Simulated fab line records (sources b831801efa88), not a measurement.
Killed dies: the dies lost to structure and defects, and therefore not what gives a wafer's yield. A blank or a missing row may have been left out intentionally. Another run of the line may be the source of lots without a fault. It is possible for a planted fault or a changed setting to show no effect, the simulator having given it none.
2 desks looking at one fault | flow gf180mcu | only its own numbers are on each desk; what lay behind them is given at the end

== DESK OF THE TOOL OWNER: lpcvd-01 ==
The tool's own readings at GF_HV_LDD_CVD_56 (deposits Si3N4 from DCS/NH3, target thk 90 nm, time 1543 s): means of the sampled wafers that have a number, for each lot that ran on this tool. If a lot's mean is further than 4 standard deviations from the usual mean, the lot is out of limits and carries the mark OUT (the distance appears in the brackets).
Columns: A = spike_tc_bottom_C at GF_HV_LDD_CVD_56, usual 789.8 C; B = spike_tc_centre_C at GF_HV_LDD_CVD_56, usual 770.6 C; C = spike_tc_lower_C at GF_HV_LDD_CVD_56, usual 769.2 C; D = spike_tc_top_C at GF_HV_LDD_CVD_56, usual 784.2 C; E = spike_tc_upper_C at GF_HV_LDD_CVD_56, usual 769.7 C; F = zone_power_lower_pct at GF_HV_LDD_CVD_56, usual 13.1 %
lot  | first seen here | A                | B                | C               | D                | E                | F
L317 | day 14 18:43    | 791.1            | 768.2            | 768.4           | 787.4            | 769.1            | 14.0
L320 | day 15 10:27    | 808.5 (+6.5) OUT | 783.7 (+8.2) OUT | 783.4 (+12) OUT | 796.9 (+6.7) OUT | 783.1 (+10) OUT  | 12.6
L321 | day 15 22:15    | 809.2 (+6.7) OUT | 782.4 (+7.4) OUT | 783.4 (+12) OUT | 797.2 (+6.8) OUT | 781.7 (+9.3) OUT | 12.6
L333 | day 19 18:19    | 794.8            | 770.2            | 770.8           | 784.2            | 769.7            | 12.3
L334 | day 20 01:24    | 794.2            | 768.5            | 768.8           | 784.1            | 768.7            | 12.2
Finding of this desk: L320, L321 out of limits; the first was L320 at day 15 10:27, on spike_tc_bottom_C at GF_HV_LDD_CVD_56. In limits: L317, L333, L334.

== FROM THE METROLOGY DESK ==
Lot by lot, what the gauges showed, no matter which tool ran the lot: averages of those sampled wafers that carry a number. If a lot's mean is further than 4 standard deviations from the usual mean, the lot is out of limits and carries the mark OUT (the distance appears in the brackets).
Columns: A = VT_IMPLANT_02_OVL at GF_VT_IMPLANT_OVL_MEAS_29, usual 0.4 nm; B = VT_IMPLANT_03_OVL at GF_VT_IMPLANT_OVL_MEAS_40, usual -0.2 nm; C = HV_LDD_CVD_56_THK at GF_HV_LDD_THK_MEAS_57, usual 89.7 nm
lot  | first seen here | A    | B    | C
L313 | day 7 14:37     | 1.2  | -1.2 | 89.4
L317 | day 8 19:14     | -0.6 | 2.0  | 90.8
L320 | day 9 05:59     | -1.8 | -0.2 | 117.4 (+31) OUT
L321 | day 9 12:37     | 2.3  | -1.2 | 115.3 (+28) OUT
L326 | day 10 22:28    | 1.4  | -0.3 | 90.2
L327 | day 11 02:05    | -1.6 | -2.1 | 89.4
L329 | day 11 17:52    | 3.3  | -1.0 | 88.4
L330 | day 12 01:07    | 0.2  | -0.7 | 89.3
L332 | day 12 12:35    | 0.9  | 1.9  | 89.8
L333 | day 12 19:07    | 2.4  | 0.7  | 90.1
L334 | day 12 23:40    | 1.0  | 0.4  | 89.9
Per this desk, out of limits: L320, L321; the first was L320, day 15 11:54 (HV_LDD_CVD_56_THK at GF_HV_LDD_THK_MEAS_57). In limits: L313, L317, L326, L327, L329, L330, L332, L333, L334.

== PUT TOGETHER ==
On L320, L321, at day 15 10:27, an alarm was possible from the tool owner's desk.
The metrology desk could have raised an alarm at day 15 11:54, on L320, L321.
The lots listed all ran GF_HV_LDD_CVD_56 on lpcvd-01.

== WHAT THE SIMULATOR HAD INSERTED ==
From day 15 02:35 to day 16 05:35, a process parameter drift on lpcvd-01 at GF_HV_LDD_CVD_56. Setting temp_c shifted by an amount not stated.
Struck lots among those shown: L320, L321.
Counting hours from when the fault started, the first reading out of limits came at 8 for the tool owner's desk and at 9 for the metrology desk.
